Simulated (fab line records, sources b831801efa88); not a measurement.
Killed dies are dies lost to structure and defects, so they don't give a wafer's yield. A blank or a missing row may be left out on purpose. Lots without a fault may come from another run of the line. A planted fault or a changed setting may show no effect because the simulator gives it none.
One fault seen from 2 desks | flow gf180mcu | each desk has only its own numbers; what lay behind them comes last

THE METROLOGY DESK
What the gauges read, lot by lot, whatever tool the lot ran on: means of the sampled wafers that have a number. A lot is out of limits, marked OUT, if its mean lies more than 4 standard deviations from the usual mean; the brackets give that distance.
Columns: A = HV_LDD_03_OVL at GF_HV_LDD_OVL_MEAS_47, usual 0.3 nm
lot  | first seen here | A
L571 | day 12 10:29    | -1.3
L572 | day 12 12:47    | -0.3
L573 | day 12 17:41    | -0.7
L574 | day 13 07:02    | 2.6
L576 | day 14 00:26    | 0.4
L577 | day 14 05:53    | -0.1
L579 | day 15 00:59    | 0.7
L580 | day 15 07:43    | -0.8
L581 | day 15 17:59    | -0.4
L583 | day 16 08:08    | 0.7
L590 | day 19 10:50    | 1.1
L591 | day 19 13:40    | 0.8
L594 | day 20 07:14    | 0.5
This desk's finding: nothing out of limits on any of the 13 lots.

THE TOOL OWNER'S DESK: litho_track-02
The tool's own readings at GF_HV_LDD_SOFTBAKE_42 (time 60 s): means of the sampled wafers that have a number, for each lot that ran on this tool. A lot is out of limits, marked OUT, if its mean lies more than 4 standard deviations from the usual mean; the brackets give that distance.
Columns: A = exhaust_pa at GF_HV_LDD_SOFTBAKE_42, usual 45.0 Pa; B = heater_power_total_W at GF_HV_LDD_SOFTBAKE_42, usual 56.60 W; C = run_length_s at GF_HV_LDD_SOFTBAKE_42, usual 89.02 s
lot  | first seen here | A    | B               | C
L574 | day 12 20:34    | 45.7 | 56.61           | 88.75
L576 | day 13 14:38    | 44.6 | 56.60           | 88.77
L579 | day 14 14:22    | 44.8 | 56.62           | 88.72
L580 | day 14 21:01    | 46.1 | 56.58           | 88.81
L590 | day 18 22:31    | 44.2 | 58.98 (+57) OUT | 82.31 (-27) OUT
L591 | day 19 01:55    | 45.5 | 58.91 (+55) OUT | 82.29 (-27) OUT
This desk's finding: out of limits on L590, L591; first on L590, day 18 22:31 (heater_power_total_W at GF_HV_LDD_SOFTBAKE_42). In limits: L574, L576, L579, L580.

PUT TOGETHER
The tool owner's desk could have raised an alarm at day 18 22:31, on L590, L591.
The metrology desk saw nothing out of limits.
The metrology desk has L590, L591 on record, within its limits.
Of the lots named, all ran GF_HV_LDD_SOFTBAKE_42 on litho_track-02.

WHAT THE SIMULATOR HAD PUT IN
Process parameter drift: litho_track-02, from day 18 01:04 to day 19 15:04, at GF_HV_LDD_SOFTBAKE_42. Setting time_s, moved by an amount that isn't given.
Lots struck among those shown: L590, L591.
Hours from the fault's start to each desk's first reading out of limits: the tool owner's desk, 21.
